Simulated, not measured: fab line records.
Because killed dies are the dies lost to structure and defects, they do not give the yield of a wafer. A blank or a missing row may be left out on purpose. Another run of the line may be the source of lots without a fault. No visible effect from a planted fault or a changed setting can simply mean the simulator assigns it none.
fab line records || flow sky130
record {"lots": 4, "wafers": 12, "lastDay": 50}
route steps=708 shown GATE_OXIDE@192 POLY_GATE@204 RES_PROTECT@206 PAD_OPEN@708
lots that met no fault: from a run of the same line without faults
startH: start of the lot's first displayed wafer, in hours after the record's first day || waitH: time in hours since the lot's previous step || " the same as in the row above || L1.1+2: several wafers, shown together as one row || - no value present, or no start provided || * or withheld: withheld || < > ~ a bound
route shown NAME@n: a module of which the file shows steps, and the number in the route of the first || usual: mean and standard deviation over wafers with no fault || same: alike in all rows || chamber/n: place in a boat || sites: each site's reading || _std_site: how widely they spread, as a standard deviation || _edge_site: inner sites' mean taken away from outer sites' mean || radiusMm: for every site, how far away it sits from the centre of the wafer || mask NAME#n: copy n || behind: the most recent tool/chamber to have shaped the wafer || hold: the reason the lot was held/the length of the hold in hours/how it ended || device: transistor that didn't switch, given as n, p or np || end of line: the tests these same wafers got at the end of their route || a step with no rows: only its recipe || killed: not the wafer's yield, but the dies lost to structure and defects at the first sort || map: a wafer's dies, marking killed ones x, the rest . and places with no die _
set.NAME: setting as actually run; set.NAME@STEP: the setting as run at that earlier step || model.NAME: the simulator's own value behind a step, which no gauge read
lots seen at some steps along the route; tables by step, rows by wafer
services: the hour from which a tool's chamber was out of use, counted from the record's first day as startH (under 0 if before that day), plus the number of hours and why
## steps
# step SKY_GATE_OXIDE_COAT_05
# recipe {"resist": "NOVOLAK", "spinRpm": 3000, "resistThkNm": 1140}
# step SKY_GATE_OXIDE_SOFTBAKE_06
# recipe {"tempC": 90, "timeS": 60, "resist": "NOVOLAK"}
# step SKY_GATE_OXIDE_EXPOSE_07
# recipe {"maskId": "LVOM", "na": 0.6, "sourceShape": "conventional", "sigmaOuter": 0.6, "polarization": "unpolarized", "targetCdNm": 600, "doseMj": 170}
# step SKY_GATE_OXIDE_PEB_08
# recipe {"tempC": "withheld", "timeS": "*", "resist": "NOVOLAK"}
# step SKY_GATE_OXIDE_DEVELOP_09
# recipe {"resist": "NOVOLAK", "developer": "TMAH", "developTimeS": 60, "devTempC": 23}
# step SKY_GATE_OXIDE_IMPLANT_11
# recipe {"species": "B", "energyKev": 10, "doseCm2": 2.6e+12, "tiltDeg": "withheld"}
# step SKY_GATE_OXIDE_WET_ETCH_12
# recipe {"chemistry": "dHF", "targetDepthNm": 16.8, "dry": "n2Spin", "target": "SiO2", "dilution": "100:1", "tempC": 25, "timeS": 336}
# step SKY_GATE_OXIDE_STRIP_13
# recipe {"chemistry": "O2/N2", "powerW": 1400, "pressureMtorr": 1500, "platenTempC": "withheld", "o2FlowSccm": 3000, "n2FlowSccm": 300, "overashFraction": 0.5}
# step SKY_GATE_OXIDE_CLEAN_15
# recipe {"chemistry": "SC1/SC2", "mix": "1:4:20", "tempC": 70, "timeS": 150, "dry": "n2Spin"}
# step SKY_GATE_OXIDE_OXIDATION_16
# recipe {"tempC": 800, "ambient": "O2", "idleTempC": 700, "rampUpCPerMin": 10, "rampDownCPerMin": 3, "stabiliseS": 600, "purgeS": 300, "targetThkA": 35.7, "oxTimeS": 1915}
# step SKY_POLY_GATE_CVD_00
# recipe {"material": "poly-Si", "targetThkNm": 180, "tempC": 620, "timeS": 720, "pressureMtorr": 200}
{"lot.wafer": "L843.4", "tool": "lpcvd-01", "chamber": 1, "startH": 322.19, "waitH": 0.0, "model.poly-Si_of_POLY_GATE_CVD_00.thkNm": 188}
{"lot.wafer": "L843.5", "tool": "lpcvd-01", "chamber": 1, "startH": 322.19, "waitH": 0.0, "model.poly-Si_of_POLY_GATE_CVD_00.thkNm": 186.8}
{"lot.wafer": "L843.6", "tool": "lpcvd-01", "chamber": 1, "startH": 322.19, "waitH": 0.0, "model.poly-Si_of_POLY_GATE_CVD_00.thkNm": 186.4}
{"lot.wafer": "L844.3", "tool": "lpcvd-01", "chamber": 1, "startH": 330.51, "waitH": 0.0, "model.poly-Si_of_POLY_GATE_CVD_00.thkNm": 190}
{"lot.wafer": "L844.5", "tool": "lpcvd-01", "chamber": 1, "startH": 330.51, "waitH": 0.0, "model.poly-Si_of_POLY_GATE_CVD_00.thkNm": 189.2}
{"lot.wafer": "L844.6", "tool": "lpcvd-01", "chamber": 1, "startH": 330.51, "waitH": 0.0, "model.poly-Si_of_POLY_GATE_CVD_00.thkNm": 190.5}
{"lot.wafer": "L860.2", "tool": "lpcvd-01", "chamber": 0, "startH": 480.68, "waitH": 0.0, "model.poly-Si_of_POLY_GATE_CVD_00.thkNm": 175.6}
{"lot.wafer": "L860.3", "tool": "lpcvd-01", "chamber": 0, "startH": 480.68, "waitH": 0.0, "model.poly-Si_of_POLY_GATE_CVD_00.thkNm": 177.2}
{"lot.wafer": "L860.6", "tool": "lpcvd-01", "chamber": 0, "startH": 480.68, "waitH": 0.0, "model.poly-Si_of_POLY_GATE_CVD_00.thkNm": 178.2}
{"lot.wafer": "L864.2", "tool": "lpcvd-01", "chamber": 0, "startH": 506.84, "waitH": 0.2, "model.poly-Si_of_POLY_GATE_CVD_00.thkNm": 178.9}
{"lot.wafer": "L864.3", "tool": "lpcvd-01", "chamber": 0, "startH": 506.84, "waitH": 0.2, "model.poly-Si_of_POLY_GATE_CVD_00.thkNm": 178.5}
{"lot.wafer": "L864.6", "tool": "lpcvd-01", "chamber": 0, "startH": 506.84, "waitH": 0.2, "model.poly-Si_of_POLY_GATE_CVD_00.thkNm": 180}
# step SKY_POLY_GATE_THK_MEAS_01
# recipe {"reads": "poly-Si_of_POLY_GATE_CVD_00"}
# usual {"POLY_GATE_CVD_00_THK": "180.2/1.7"}
{"lot.wafer": "L843.4", "tool": "filmMetro-02", "chamber": "-", "startH": 323.42, "waitH": 0.0, "POLY_GATE_CVD_00_THK[nm]": 188.1}
{"lot.wafer": "L843.5", "tool": "filmMetro-02", "chamber": "-", "startH": 323.42, "waitH": 0.0, "POLY_GATE_CVD_00_THK[nm]": 187.0}
{"lot.wafer": "L843.6", "tool": "filmMetro-02", "chamber": "-", "startH": 323.42, "waitH": 0.0, "POLY_GATE_CVD_00_THK[nm]": 186.4}
{"lot.wafer": "L844.3", "tool": "filmMetro-04", "chamber": "-", "startH": 331.73, "waitH": 0.0, "POLY_GATE_CVD_00_THK[nm]": 190.1}
{"lot.wafer": "L844.5", "tool": "filmMetro-04", "chamber": "-", "startH": 331.73, "waitH": 0.0, "POLY_GATE_CVD_00_THK[nm]": 189.1}
{"lot.wafer": "L844.6", "tool": "filmMetro-04", "chamber": "-", "startH": 331.73, "waitH": 0.0, "POLY_GATE_CVD_00_THK[nm]": 190.4}
{"lot.wafer": "L860.2", "tool": "filmMetro-02", "chamber": "-", "startH": 481.89, "waitH": 0.0, "POLY_GATE_CVD_00_THK[nm]": 175.6}
{"lot.wafer": "L860.3", "tool": "filmMetro-02", "chamber": "-", "startH": 481.89, "waitH": 0.0, "POLY_GATE_CVD_00_THK[nm]": 177.1}
{"lot.wafer": "L860.6", "tool": "filmMetro-02", "chamber": "-", "startH": 481.89, "waitH": 0.0, "POLY_GATE_CVD_00_THK[nm]": 178.2}
{"lot.wafer": "L864.2", "tool": "filmMetro-01", "chamber": "-", "startH": 508.65, "waitH": 0.0, "POLY_GATE_CVD_00_THK[nm]": 178.7}
{"lot.wafer": "L864.3", "tool": "filmMetro-01", "chamber": "-", "startH": 508.65, "waitH": 0.0, "POLY_GATE_CVD_00_THK[nm]": 178.4}
{"lot.wafer": "L864.6", "tool": "filmMetro-01", "chamber": "-", "startH": 508.65, "waitH": 0.0, "POLY_GATE_CVD_00_THK[nm]": 180.1}
# step SKY_RES_PROTECT_DEHYDRATE_00
# recipe {"tempC": 200, "timeS": 60}
# step SKY_RES_PROTECT_HMDS_01
# recipe {"primeTimeS": 60, "primeTempC": 120}
# step SKY_RES_PROTECT_COAT_02
# recipe {"resist": "NOVOLAK", "spinRpm": 3000, "resistThkNm": 1140}
# step SKY_RES_PROTECT_SOFTBAKE_03
# recipe {"tempC": 90, "timeS": 60, "resist": "NOVOLAK"}
# step SKY_RES_PROTECT_EXPOSE_04
# recipe {"maskId": "RPM", "na": 0.6, "sourceShape": "conventional", "sigmaOuter": 0.6, "polarization": "unpolarized", "targetCdNm": 1270, "doseMj": 131}
# step SKY_RES_PROTECT_PEB_05
# recipe {"tempC": "withheld", "timeS": "*", "resist": "NOVOLAK"}
# step SKY_RES_PROTECT_DEVELOP_06
# recipe {"resist": "NOVOLAK", "developer": "TMAH", "developTimeS": 60, "devTempC": 23}
# step SKY_POLY_GATE_IMPLANT_02
# recipe {"species": "P", "energyKev": 30, "doseCm2": 7.7e+15, "tiltDeg": 0}
# step SKY_RES_PROTECT_STRIP_07
# recipe {"chemistry": "O2/N2", "powerW": 1400, "pressureMtorr": 1500, "platenTempC": "withheld", "o2FlowSccm": 3000, "n2FlowSccm": 300, "overashFraction": 0.5}
# step SKY_RES_PROTECT_CLEAN_09
# recipe {"chemistry": "SC1/SC2", "mix": "1:4:20", "tempC": 70, "timeS": 150, "dry": "n2Spin"}
{"lot.wafer": "L843.4", "tool": "wetBench-04", "chamber": 2, "startH": 350.35, "waitH": 0.0, "model.poly-Si_of_POLY_GATE_CVD_00.thkNm": 187.4}
{"lot.wafer": "L843.5", "tool": "wetBench-04", "chamber": 2, "startH": 350.35, "waitH": 0.0, "model.poly-Si_of_POLY_GATE_CVD_00.thkNm": 186.2}
{"lot.wafer": "L843.6", "tool": "wetBench-04", "chamber": 2, "startH": 350.35, "waitH": 0.0, "model.poly-Si_of_POLY_GATE_CVD_00.thkNm": 185.7}
{"lot.wafer": "L844.3", "tool": "wetBench-01", "chamber": 0, "startH": 358.03, "waitH": 0.0, "model.poly-Si_of_POLY_GATE_CVD_00.thkNm": 189.3}
{"lot.wafer": "L844.5", "tool": "wetBench-01", "chamber": 0, "startH": 358.03, "waitH": 0.0, "model.poly-Si_of_POLY_GATE_CVD_00.thkNm": 188.6}
{"lot.wafer": "L844.6", "tool": "wetBench-01", "chamber": 0, "startH": 358.03, "waitH": 0.0, "model.poly-Si_of_POLY_GATE_CVD_00.thkNm": 189.8}
{"lot.wafer": "L860.2", "tool": "wetBench-04", "chamber": 2, "startH": 513.03, "waitH": 0.0, "model.poly-Si_of_POLY_GATE_CVD_00.thkNm": 174.9}
{"lot.wafer": "L860.3", "tool": "wetBench-04", "chamber": 2, "startH": 513.03, "waitH": 0.0, "model.poly-Si_of_POLY_GATE_CVD_00.thkNm": 176.5}
{"lot.wafer": "L860.6", "tool": "wetBench-04", "chamber": 2, "startH": 513.03, "waitH": 0.0, "model.poly-Si_of_POLY_GATE_CVD_00.thkNm": 177.6}
{"lot.wafer": "L864.2", "tool": "wetBench-01", "chamber": 1, "startH": 538.70, "waitH": 0.0, "model.poly-Si_of_POLY_GATE_CVD_00.thkNm": 178.3}
{"lot.wafer": "L864.3", "tool": "wetBench-01", "chamber": 1, "startH": 538.70, "waitH": 0.0, "model.poly-Si_of_POLY_GATE_CVD_00.thkNm": 177.9}
{"lot.wafer": "L864.6", "tool": "wetBench-01", "chamber": 1, "startH": 538.70, "waitH": 0.0, "model.poly-Si_of_POLY_GATE_CVD_00.thkNm": 179.4}
# step SKY_POLY_GATE_CVD_03
# recipe {"material": "Si3N4", "precursor": "DCS/NH3", "targetThkNm": 75, "tempC": 770, "timeS": 1290, "pressureMtorr": 250}
# step SKY_POLY_GATE_DEHYDRATE_05
# recipe {"tempC": 200, "timeS": 60}
# step SKY_POLY_GATE_HMDS_06
# recipe {"primeTimeS": 60, "primeTempC": 120}
# step SKY_POLY_GATE_COAT_07
# recipe {"resist": "BARC", "tempC": "withheld", "timeS": "withheld", "spinRpm": 3000, "resistThkNm": 110}
# step SKY_POLY_GATE_COAT_08
# recipe {"resist": "KrF-thick", "spinRpm": 3000, "resistThkNm": 450}
# step SKY_POLY_GATE_SOFTBAKE_09
# recipe {"tempC": 100, "timeS": 90, "resist": "KrF-thick"}
# step SKY_POLY_GATE_EXPOSE_10
# recipe {"maskId": "P1M", "na": 0.68, "sourceShape": "conventional", "sigmaOuter": 0.6, "targetCdNm": 150, "doseMj": 28}
# step SKY_POLY_GATE_PEB_11
# recipe {"pebTempC": "withheld", "pebTimeS": "withheld", "resist": "KrF-thick"}
# step SKY_POLY_GATE_DEVELOP_12
# recipe {"developTimeS": 60, "resist": "KrF-thick", "devTempC": 21}
# step SKY_POLY_GATE_ETCH_15
# recipe {"chemistry": "N2/H2", "target": "BARC", "ionEnergyEv": 200, "sourceW": 500, "biasW": 100, "pressureMtorr": 30, "n2FlowSccm": 100, "h2FlowSccm": 200, "stopOn": "SiO2", "timeS": 118.5, "targetDepthA": 1100}
# step SKY_POLY_GATE_ETCH_16
# recipe {"stopOn": "poly-Si", "chemistry": "CH3F/O2", "target": "Si3N4", "sourceW": 400, "biasW": 80, "pressureMtorr": 25, "ch3fFlowSccm": 40, "O2_flow_sccm": 30, "timeS": 147.5, "targetDepthA": 750}
# step SKY_POLY_GATE_ETCH_17
# recipe {"targetDepthNm": 180, "stopOn": "SiO2", "overEtchFrac": 0.56667, "chemistry": "HBr/Cl2", "target": "poly-Si", "icpW": 400, "biasW": 100, "pressureMtorr": 10, "HBr_flow_sccm": 150, "Cl2_flow_sccm": 50, "timeS": 70.5}
# usual {"drypumpMotorCurrentA": "5.6/0.55", "oesProductAu": "0.987/0.0073", "rfFwdPowerW": "396.7/1.5", "throttleValvePct": "33.685/0.0092"}
{"lot.wafer": "L843.4", "tool": "rieSi-02", "chamber": 2, "startH": 380.66, "waitH": 0.1, "drypumpMotorCurrentA": 4.9, "oesProductAu": 0.995, "rfFwdPowerW": 393.8, "rfHoursCounterH": "-", "throttleValvePct": 33.697, "model.POLY_GATE.featureDepthNm": 181.9, "model.etch.depthNm": 181.9}
{"lot.wafer": "L843.5", "tool": "rieSi-02", "chamber": 0, "startH": 380.66, "waitH": 0.1, "drypumpMotorCurrentA": 6.5, "oesProductAu": 0.995, "rfFwdPowerW": 396.6, "rfHoursCounterH": "-", "throttleValvePct": 33.678, "model.POLY_GATE.featureDepthNm": 177.4, "model.etch.depthNm": 177.4}
{"lot.wafer": "L843.6", "tool": "rieSi-02", "chamber": 1, "startH": 380.66, "waitH": 0.1, "drypumpMotorCurrentA": 6.3, "oesProductAu": 1.000, "rfFwdPowerW": 398.4, "rfHoursCounterH": "-", "throttleValvePct": 33.662, "model.POLY_GATE.featureDepthNm": 180.8, "model.etch.depthNm": 180.8}
{"lot.wafer": "L844.3", "tool": "rieSi-01", "chamber": 3, "startH": 389.25, "waitH": 0.0, "drypumpMotorCurrentA": 4.9, "oesProductAu": 0.988, "rfFwdPowerW": 396.8, "rfHoursCounterH": 34, "throttleValvePct": 33.682, "model.POLY_GATE.featureDepthNm": 176.8, "model.etch.depthNm": 176.8}
{"lot.wafer": "L844.5", "tool": "rieSi-01", "chamber": 1, "startH": 389.25, "waitH": 0.0, "drypumpMotorCurrentA": 5.4, "oesProductAu": 1.010, "rfFwdPowerW": 397.4, "rfHoursCounterH": "-", "throttleValvePct": 33.681, "model.POLY_GATE.featureDepthNm": 181.7, "model.etch.depthNm": 181.7}
{"lot.wafer": "L844.6", "tool": "rieSi-01", "chamber": 2, "startH": 389.25, "waitH": 0.0, "drypumpMotorCurrentA": 6.0, "oesProductAu": 1.002, "rfFwdPowerW": 395.8, "rfHoursCounterH": "-", "throttleValvePct": 33.681, "model.POLY_GATE.featureDepthNm": 177.5, "model.etch.depthNm": 177.5}
{"lot.wafer": "L860.2", "tool": "rieSi-01", "chamber": 2, "startH": 545.68, "waitH": 0.0, "drypumpMotorCurrentA": 5.9, "oesProductAu": 0.964, "rfFwdPowerW": 397.3, "rfHoursCounterH": 1, "throttleValvePct": 33.682, "model.POLY_GATE.featureDepthNm": 174.9, "model.etch.depthNm": 174.9}
{"lot.wafer": "L860.3", "tool": "rieSi-01", "chamber": 0, "startH": 545.68, "waitH": 0.0, "drypumpMotorCurrentA": 5.5, "oesProductAu": 0.984, "rfFwdPowerW": 396.2, "rfHoursCounterH": 2, "throttleValvePct": 33.701, "model.POLY_GATE.featureDepthNm": 176.5, "model.etch.depthNm": 176.5}
{"lot.wafer": "L860.6", "tool": "rieSi-01", "chamber": 2, "startH": 545.68, "waitH": 0.0, "drypumpMotorCurrentA": 5.9, "oesProductAu": 0.980, "rfFwdPowerW": 396.4, "rfHoursCounterH": "-", "throttleValvePct": 33.691, "model.POLY_GATE.featureDepthNm": 177.6, "model.etch.depthNm": 177.6}
{"lot.wafer": "L864.2", "tool": "rieSi-01", "chamber": 0, "startH": 570.88, "waitH": 0.0, "drypumpMotorCurrentA": 5.5, "oesProductAu": 0.981, "rfFwdPowerW": 396.7, "rfHoursCounterH": 2, "throttleValvePct": 33.686, "model.POLY_GATE.featureDepthNm": 178.3, "model.etch.depthNm": 178.3}
{"lot.wafer": "L864.3", "tool": "rieSi-01", "chamber": 1, "startH": 570.88, "waitH": 0.0, "drypumpMotorCurrentA": 5.4, "oesProductAu": 0.985, "rfFwdPowerW": 398.3, "rfHoursCounterH": 6, "throttleValvePct": 33.697, "model.POLY_GATE.featureDepthNm": 177.5, "model.etch.depthNm": 177.5}
{"lot.wafer": "L864.6", "tool": "rieSi-01", "chamber": 2, "startH": 570.88, "waitH": 0.0, "drypumpMotorCurrentA": 6.0, "oesProductAu": 0.982, "rfFwdPowerW": 397.4, "rfHoursCounterH": "-", "throttleValvePct": 33.686, "model.POLY_GATE.featureDepthNm": 177.3, "model.etch.depthNm": 177.3}
# step SKY_POLY_GATE_STRIP_18
# recipe {"chemistry": "O2/N2", "powerW": 1400, "pressureMtorr": 1500, "platenTempC": "withheld", "o2FlowSccm": 3000, "n2FlowSccm": 300, "overashFraction": 0.5}
# step SKY_PAD_OPEN_PROBE_99
# usual {"killed_at_M0_to_M3": "44/6.9", "killed_at_M4_up": "3.0/1.5", "killedAtContacts": "24/5.2", "killedAtFrontEnd": "15/4.1", "killedAtOther": "0.4/0.62", "killedDies": "87/9.6", "killedOpen": "47/7", "killedShort": "40/6.2"}
# same {"grossDies": 492, "killedAtBackSide": 0}
{"lot.wafer": "L843.4", "tool": "prober-01", "chamber": "-", "startH": 1078.18, "waitH": 0.2, "killed_at_M0_to_M3": 39, "killed_at_M4_up": 4, "killedAtContacts": 24, "killedAtFrontEnd": 18, "killedAtOther": 0, "killedDies": 85, "killedOpen": 44, "killedShort": 41, "model.etest.resHighPo.rsOhmSq": 255, "model.etest.resPoly.rsOhmSq": 47.15}
{"lot.wafer": "L843.5", "tool": "prober-01", "chamber": "-", "startH": 1078.23, "waitH": 0.2, "killed_at_M0_to_M3": 61, "killed_at_M4_up": 5, "killedAtContacts": 20, "killedAtFrontEnd": 10, "killedAtOther": 0, "killedDies": 96, "killedOpen": 54, "killedShort": 42, "model.etest.resHighPo.rsOhmSq": 256.8, "model.etest.resPoly.rsOhmSq": 47.37}
{"lot.wafer": "L843.6", "tool": "prober-01", "chamber": "-", "startH": 1078.28, "waitH": 0.2, "killed_at_M0_to_M3": 49, "killed_at_M4_up": 2, "killedAtContacts": 26, "killedAtFrontEnd": 22, "killedAtOther": 1, "killedDies": 100, "killedOpen": 61, "killedShort": 39, "model.etest.resHighPo.rsOhmSq": 257.3, "model.etest.resPoly.rsOhmSq": 47.26}
{"lot.wafer": "L844.3", "tool": "prober-02", "chamber": "-", "startH": 1083.69, "waitH": 0.2, "killed_at_M0_to_M3": 40, "killed_at_M4_up": 4, "killedAtContacts": 30, "killedAtFrontEnd": 17, "killedAtOther": 0, "killedDies": 91, "killedOpen": 50, "killedShort": 40, "model.etest.resHighPo.rsOhmSq": 247.9, "model.etest.resPoly.rsOhmSq": 46.22}
{"lot.wafer": "L844.5", "tool": "prober-02", "chamber": "-", "startH": 1083.79, "waitH": 0.2, "killed_at_M0_to_M3": 34, "killed_at_M4_up": 1, "killedAtContacts": 28, "killedAtFrontEnd": 25, "killedAtOther": 0, "killedDies": 88, "killedOpen": 46, "killedShort": 41, "model.etest.resHighPo.rsOhmSq": 251, "model.etest.resPoly.rsOhmSq": 45.94}
{"lot.wafer": "L844.6", "tool": "prober-02", "chamber": "-", "startH": 1083.84, "waitH": 0.2, "killed_at_M0_to_M3": 48, "killed_at_M4_up": 1, "killedAtContacts": 24, "killedAtFrontEnd": 13, "killedAtOther": 0, "killedDies": 86, "killedOpen": 40, "killedShort": 46, "model.etest.resHighPo.rsOhmSq": 248.9, "model.etest.resPoly.rsOhmSq": 45.87}
{"lot.wafer": "L860.2", "tool": "prober-01", "chamber": "-", "startH": 1182.50, "waitH": 0.1, "killed_at_M0_to_M3": 35, "killed_at_M4_up": 1, "killedAtContacts": 19, "killedAtFrontEnd": 15, "killedAtOther": 0, "killedDies": 70, "killedOpen": 37, "killedShort": 33, "model.etest.resHighPo.rsOhmSq": 264.2, "model.etest.resPoly.rsOhmSq": 48.52}
{"lot.wafer": "L860.3", "tool": "prober-01", "chamber": "-", "startH": 1182.55, "waitH": 0.2, "killed_at_M0_to_M3": 49, "killed_at_M4_up": 2, "killedAtContacts": 27, "killedAtFrontEnd": 14, "killedAtOther": 0, "killedDies": 92, "killedOpen": 44, "killedShort": 48, "model.etest.resHighPo.rsOhmSq": 254.3, "model.etest.resPoly.rsOhmSq": 47.31}
{"lot.wafer": "L860.6", "tool": "prober-01", "chamber": "-", "startH": 1182.70, "waitH": 0.2, "killed_at_M0_to_M3": 53, "killed_at_M4_up": 2, "killedAtContacts": 26, "killedAtFrontEnd": 17, "killedAtOther": 0, "killedDies": 98, "killedOpen": 55, "killedShort": 42, "model.etest.resHighPo.rsOhmSq": 258.1, "model.etest.resPoly.rsOhmSq": 47.42}
{"lot.wafer": "L864.2", "tool": "prober-01", "chamber": "-", "startH": 1196.19, "waitH": 0.1, "killed_at_M0_to_M3": 57, "killed_at_M4_up": 2, "killedAtContacts": 22, "killedAtFrontEnd": 13, "killedAtOther": 0, "killedDies": 94, "killedOpen": 53, "killedShort": 40, "model.etest.resHighPo.rsOhmSq": 261.5, "model.etest.resPoly.rsOhmSq": 47.76}
{"lot.wafer": "L864.3", "tool": "prober-01", "chamber": "-", "startH": 1196.24, "waitH": 0.2, "killed_at_M0_to_M3": 43, "killed_at_M4_up": 0, "killedAtContacts": 33, "killedAtFrontEnd": 10, "killedAtOther": 1, "killedDies": 87, "killedOpen": 50, "killedShort": 36, "model.etest.resHighPo.rsOhmSq": 265.7, "model.etest.resPoly.rsOhmSq": 48.71}
{"lot.wafer": "L864.6", "tool": "prober-01", "chamber": "-", "startH": 1196.39, "waitH": 0.2, "killed_at_M0_to_M3": 42, "killed_at_M4_up": 1, "killedAtContacts": 23, "killedAtFrontEnd": 10, "killedAtOther": 0, "killedDies": 76, "killedOpen": 45, "killedShort": 31, "model.etest.resHighPo.rsOhmSq": 268.9, "model.etest.resPoly.rsOhmSq": 48.78}
# killed by level:class
L843.4 VIA3:geometricParticle:open=9 CONTACT:geometricParticle:open=8 FIELD_ISO:geometricParticle:short=7 FIELD_ISO:geometricParticle:open=7 LI_CONTACT:geometricParticle:open=5 CONTACT:geometricParticle:short=5 VIA1:geometricParticle:open=5 METAL2:geometricParticle:short=5
L843.5 VIA2:geometricParticle:open=12 VIA1:geometricParticle:open=11 METAL2:geometricParticle:short=8 METAL1:geometricParticle:short=8 CONTACT:geometricParticle:open=8 LI_CONTACT:geometricParticle:open=5 VIA3:geometricParticle:open=5 LI_CONTACT:geometricParticle:short=4
L843.6 VIA1:geometricParticle:open=18 VIA3:geometricParticle:open=10 FIELD_ISO:geometricParticle:short=9 CONTACT:geometricParticle:open=9 LI_CONTACT:geometricParticle:short=6 LI_CONTACT:geometricParticle:open=6 VIA2:geometricParticle:open=6 FIELD_ISO:geometricParticle:open=5
L844.3 CONTACT:geometricParticle:open=10 LI_CONTACT:geometricParticle:open=9 VIA1:geometricParticle:open=9 FIELD_ISO:geometricParticle:open=6 METAL1:geometricParticle:short=6 VIA2:geometricParticle:open=6 VIA3:geometricParticle:open=5 VIA1:geometricParticle:short=5
L844.5 LI_CONTACT:geometricParticle:open=8 FIELD_ISO:geometricParticle:short=8 CONTACT:geometricParticle:open=8 VIA1:geometricParticle:open=8 FIELD_ISO:geometricParticle:open=7 VIA3:geometricParticle:open=7 LOCAL_INTERCONNECT:geometricParticle:short=6 METAL1:geometricParticle:short=4
L844.6 VIA1:geometricParticle:open=16 CONTACT:geometricParticle:open=8 METAL1:geometricParticle:short=7 LOCAL_INTERCONNECT:geometricParticle:short=7 FIELD_ISO:geometricParticle:short=5 CONTACT:geometricParticle:short=5 VIA2:geometricParticle:short=4 VIA3:geometricParticle:short=4
L860.2 LI_CONTACT:geometricParticle:open=7 CONTACT:geometricParticle:open=6 VIA1:geometricParticle:open=6 VIA2:geometricParticle:open=6 FIELD_ISO:geometricParticle:short=4 VIA3:geometricParticle:short=3 POLY_GATE:geometricParticle:short=3 SPACER:geometricParticle:open=3
L860.3 LI_CONTACT:geometricParticle:open=9 METAL2:geometricParticle:short=8 METAL1:geometricParticle:short=7 CONTACT:geometricParticle:open=6 VIA1:geometricParticle:open=6 VIA3:geometricParticle:open=6 POLY_GATE:geometricParticle:open=5 VIA2:geometricParticle:short=5
L860.6 VIA1:geometricParticle:open=10 LI_CONTACT:geometricParticle:open=10 VIA2:geometricParticle:open=9 FIELD_ISO:geometricParticle:short=8 CONTACT:geometricParticle:open=6 VIA1:geometricParticle:short=6 VIA3:geometricParticle:open=6 METAL1:geometricParticle:short=5
L864.2 VIA1:geometricParticle:open=17 VIA3:geometricParticle:open=9 CONTACT:geometricParticle:open=8 METAL1:geometricParticle:short=8 VIA2:geometricParticle:open=7 VIA2:geometricParticle:short=6 METAL2:geometricParticle:short=5 LI_CONTACT:geometricParticle:open=5
L864.3 VIA1:geometricParticle:open=12 CONTACT:geometricParticle:open=10 LI_CONTACT:geometricParticle:open=6 VIA3:geometricParticle:open=6 LOCAL_INTERCONNECT:geometricParticle:short=6 CONTACT:geometricParticle:short=5 LI_CONTACT:geometricParticle:short=4 METAL3:geometricParticle:short=4
L864.6 VIA1:geometricParticle:open=9 LI_CONTACT:geometricParticle:open=7 CONTACT:geometricParticle:open=7 VIA2:geometricParticle:open=6 VIA3:geometricParticle:open=6 METAL1:geometricParticle:short=5 METAL3:geometricParticle:short=5 CONTACT:geometricParticle:short=4
## services
{"tool": "wetBench-01", "chamber": "-", "startH": 310.32, "hours": 6.9, "kind": "repair"}
{"tool": "lpcvd-01", "chamber": "-", "startH": 323.39, "hours": 2.8, "kind": "pm"}
{"tool": "rieSi-02", "chamber": "-", "startH": 330.16, "hours": 0.2, "kind": "repair"}
{"tool": "lpcvd-01", "chamber": "-", "startH": 335.51, "hours": 0.5, "kind": "repair"}
{"tool": "rieSi-01", "chamber": "-", "startH": 337.14, "hours": 2.8, "kind": "pm"}
{"tool": "rieSi-02", "chamber": 3, "startH": 367.06, "hours": 5.2, "kind": "repair"}
{"tool": "rieSi-02", "chamber": 3, "startH": 372.30, "hours": "-", "kind": "clean"}
{"tool": "rieSi-02", "chamber": 3, "startH": 372.30, "hours": 24.7, "kind": "scheduledDown"}
{"tool": "rieSi-02", "chamber": 3, "startH": 372.30, "hours": 24.7, "kind": "ventCycle"}
{"tool": "wetBench-04", "chamber": "-", "startH": 379.35, "hours": 4.4, "kind": "pm"}
{"tool": "rieSi-02", "chamber": 1, "startH": 385.44, "hours": 5.9, "kind": "repair"}
{"tool": "rieSi-02", "chamber": 2, "startH": 396.96, "hours": "-", "kind": "clean"}
{"tool": "rieSi-02", "chamber": 2, "startH": 396.96, "hours": 14.9, "kind": "scheduledDown"}
{"tool": "rieSi-02", "chamber": 2, "startH": 396.96, "hours": 14.9, "kind": "ventCycle"}
{"tool": "rieSi-02", "chamber": 0, "startH": 438.35, "hours": "-", "kind": "clean"}
{"tool": "rieSi-02", "chamber": 0, "startH": 438.35, "hours": 20.2, "kind": "scheduledDown"}
{"tool": "rieSi-02", "chamber": 0, "startH": 438.35, "hours": 20.2, "kind": "ventCycle"}
{"tool": "rieSi-01", "chamber": 2, "startH": 446.25, "hours": 10.9, "kind": "repair"}
{"tool": "lpcvd-01", "chamber": "-", "startH": 509.58, "hours": 14.6, "kind": "pm"}
{"tool": "rieSi-02", "chamber": "-", "startH": 522.33, "hours": 2.8, "kind": "pm"}
{"tool": "rieSi-01", "chamber": "-", "startH": 524.54, "hours": 0.3, "kind": "repair"}
{"tool": "rieSi-02", "chamber": 1, "startH": 531.48, "hours": 9.8, "kind": "repair"}
{"tool": "lpcvd-01", "chamber": "-", "startH": 551.24, "hours": 0.4, "kind": "repair"}
## key
firstSign {"step": "SKY_POLY_GATE_THK_MEAS_01", "reading": "POLY_GATE_CVD_00_THK", "direction": "up", "sigmas": 5, "usual": 180.2, "struck": 188.5}
effect none on later readings
modelEffect {"step": "SKY_POLY_GATE_CVD_00", "value": "poly-Si_of_POLY_GATE_CVD_00.thkNm", "without": 180.1, "struck": 188.5}
modelEffect {"step": "SKY_RES_PROTECT_CLEAN_09", "value": "poly-Si_of_POLY_GATE_CVD_00.thkNm", "without": 179.5, "struck": 187.8}
modelEffect {"step": "SKY_POLY_GATE_ETCH_17", "value": "POLY_GATE.featureDepthNm", "without": 178, "struck": 179.4}
modelEffect {"step": "SKY_PAD_OPEN_PROBE_99", "value": "etest.resHighPo.rsOhmSq", "without": 259.2, "struck": 252.8}
metAt SKY_POLY_GATE_CVD_00
struckWafers L843.4,L843.5,L843.6,L844.3,L844.5,L844.6
testerLeftOut L843,L844
fault {"kind": "processParameterDrift", "tool": "lpcvd-01", "chamber": "-", "onsetH": 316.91, "steps": "SKY_POLY_GATE_CVD_00", "channel": "targetThkNm", "offset": 8.3605, "shape": "step", "endH": 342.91, "stated": 180}
# testerLeftOut: of these lots the tester's yield and bins aren't shown, on N5 and GAA mostly nor the transistor test; their killed dies are dies lost to structure and defects alone, not to doping, threshold or leakage, so they don't give the yield
